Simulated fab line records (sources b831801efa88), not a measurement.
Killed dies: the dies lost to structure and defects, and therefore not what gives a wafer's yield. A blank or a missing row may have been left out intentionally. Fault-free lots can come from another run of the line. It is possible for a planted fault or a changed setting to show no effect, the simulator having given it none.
Problem report, 8D (eight disciplines) form, completed by code ; flow sky130 ; the parts of the form that need people (team, actions taken, sign-off) are left out

## 1. PROBLEM STATEMENT
Wafers without a fault read 125.9 s, standard deviation 0.45; run length s at SKY_FIELD_ISO_ETCH_17 reads a mean of 112.3 s on 6 wafers belonging to 2 lots. Relative to the usual mean, that is a shift of -30 standard deviations.
The step: etches Si in HBr/Cl2/O2, target depth 342 nm, time 97.7 s.
The first sign was on wafer L572.2 at day 4 05:00, on rie si-01. At this step, 33 wafers from 11 lots have a number in the record. Rule for "out" (also "out of limits"): further than 4 standard deviations from the usual mean. The rest of the wafers with a number are treated as sound.

## 2. WHAT IT IS; WHAT IT IS NOT
question;is;is not
which readings at this step;run length s;drypump motor current A, oes product au, throttle valve pct
which lots;L572, L573;L563, L564, L565, L566, L576, L579, L582, L584, L586
which wafers of those lots;all that have a number;-
read on which tools;rie si-01;rie si-02
when;from day 4 05:00;"up to then (12 sound wafers); but 15 sound wafers of L576, L579, L582, L584, L586 came after"

## 3. THE SUSPECTS, EACH WITH WHAT RULES IT OUT
Counting: any tool at a process step up to the reading is kept as a suspect provided that every lot that is out went through it and no sound lot did after the first of them.
- rie si-01 at SKY_FIELD_ISO_ETCH_17 (etches Si in HBr/Cl2/O2, target depth 342 nm, time 97.7 s): kept. Every lot that is out went through it, starting with L572 (day 4 05:00), and after that it ran no sound lot; the last sound lot it ran before then is L566 (day 2 22:37). Its own run length s readings are out on those wafers.
After counting, what remains is rie si-01 at SKY_FIELD_ISO_ETCH_17.

## 4. THE CAUSE (what the simulator had put in)
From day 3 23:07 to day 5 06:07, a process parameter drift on rie si-01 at SKY_FIELD_ISO_ETCH_17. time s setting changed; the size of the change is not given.
After counting, this tool was the only one left.

## 5. THE CHAIN OF EFFECTS, in route order
Rows list readings where the struck wafers' mean (over those with a number) sits beyond 3 standard deviations from the usual. Readings are gone through only where the record gives a usual standard deviation; hours: the median, over the lots, of the time from a lot's start at the first step in this table giving one to that lot's start at this step; sigmas: the change measured in usual standard deviations.
hours;step;reading;usual;on struck wafers;change;sigmas
0;SKY_FIELD_ISO_ETCH_17;run length s;125.9 s;112.3;-13.6;-30
Its process steps:
- SKY_FIELD_ISO_ETCH_17: etches Si in HBr/Cl2/O2, target depth 342 nm, time 97.7 s.

## 6. WHAT WOULD HAVE CAUGHT IT SOONER
First out-of-limits reading in this record: day 4 05:00, which is 6 hours after fault onset at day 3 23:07.
